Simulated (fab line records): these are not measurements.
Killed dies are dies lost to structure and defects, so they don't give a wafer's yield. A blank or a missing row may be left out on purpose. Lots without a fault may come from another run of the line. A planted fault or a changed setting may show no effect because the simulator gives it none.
Lot-split experiment    flow sky130    route with 708 steps; 5 lots, 27 wafers read

== ABOUT THE SPLIT ==
At SKY_SD_P_DEVELOP_06 (develop time 60 s), the setting develop time s was moved away from the recipe's 60 s on 12 of the 27 wafers read, by +15.9% to +43.5%. All remaining wafers had this setting at the recipe value.

Between the split and the reading, the file records no step.

== THE READING ==
At SKY_SD_P_CD_MEAS_07: cd nm in nanometres, against a target cd of 380 nm. A value of 379.8 nm with a standard deviation of 1.7 nm is what fault-free wafers of this fab line usually give.

wafer   tool, chamber at the split  develop time s as run, s  against the recipe  cd nm, nm  against lot-mates on the recipe
L078.4  litho track-03, 0           60                        recipe              377.6      -
L078.5  litho track-03, 0           60                        recipe              379.4      -
L078.6  litho track-03, 0           60                        recipe              378.7      -
L079.1  litho track-02, 0           60                        recipe              379.5      -
L079.2  litho track-02, 0           86.11                     +43.5%              410.9      +31.3
L079.3  litho track-02, 0           86.11                     +43.5%              413.4      +33.8
L079.4  litho track-02, 0           60                        recipe              377.5      -
L079.5  litho track-02, 0           86.11                     +43.5%              413.4      +33.8
L079.6  litho track-02, 0           60                        recipe              381.9      -
L082.1  litho track-03, 0           60                        recipe              379.9      -
L082.2  litho track-03, 0           72.57                     +20.9%              398.9      +19.0
L082.3  litho track-03, 0           60                        recipe              380.7      -
L082.4  litho track-03, 0           72.57                     +20.9%              395.5      +15.6
L082.5  litho track-03, 0           60                        recipe              379.1      -
L082.6  litho track-03, 0           72.57                     +20.9%              395.1      +15.2
L083.1  litho track-01, 0           69.56                     +15.9%              396.9      +14.1
L083.2  litho track-01, 0           60                        recipe              382.2      -
L083.3  litho track-01, 0           60                        recipe              383.6      -
L083.4  litho track-01, 0           69.56                     +15.9%              397.3      +14.5
L083.5  litho track-01, 0           69.56                     +15.9%              396.8      +14.0
L083.6  litho track-01, 0           60                        recipe              382.5      -
L081.1  litho track-02, 0           60                        recipe              382.7      -
L081.2  litho track-02, 0           74.13                     +23.5%              399.4      +18.3
L081.3  litho track-02, 0           74.13                     +23.5%              399.4      +18.3
L081.4  litho track-02, 0           74.13                     +23.5%              401.5      +20.4
L081.5  litho track-02, 0           60                        recipe              380.6      -
L081.6  litho track-02, 0           60                        recipe              380.1      -

THE FIT
A straight line over all 27 wafers: cd nm changes by +0.767 nm for each +1% of develop time s; r = +0.98; the points scatter about the line by 2.3 nm.
The same after taking each lot's own level away (the mean of its wafers on the recipe; 27 wafers): +0.772 nm for each +1%; r = +0.99; scatter 1.4 nm.
That fit puts the effect of the largest move of develop time s on the reading at 34 nm.
From 378.57 to 382.77 nm: that is the span of the lots' own levels, equal to 2.5 times the standard deviation above.
Consequently the slope shifts little with the lot-to-lot level, the two slopes agreeing.
Check: for one of the wafers moved furthest among these (+43.5%), held out of the fit, the line's prediction against its lot-mates is +34.6 nm. It came out at +31.3 nm against them.

== THE OTHER SPLITS THESE WAFERS WENT THROUGH ==
Note: prior to the reading, these wafers also went through further splits. Each is held against what the fit with the lots' levels taken away leaves over:
other split on the same wafers              wafers away from the commonest value  r with cd nm (lot level and that fit taken away)
SKY_FIELD_ISO_OXIDATION_01 ox time s        18                                    -0.16
SKY_FIELD_ISO_DEVELOP_12 develop time s     12                                    +0.12
SKY_SONOS_TUNNEL_DEVELOP_06 develop time s  9                                     +0.11
SKY_SONOS_ONO_DEVELOP_12 develop time s     9                                     +0.22
SKY_POLY_GATE_OXIDATION_20 ox time s        21                                    -0.05

== FILE'S OWN FIT ==
cd nm changes by +0.782 nm for each +1% of develop time s, r = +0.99.
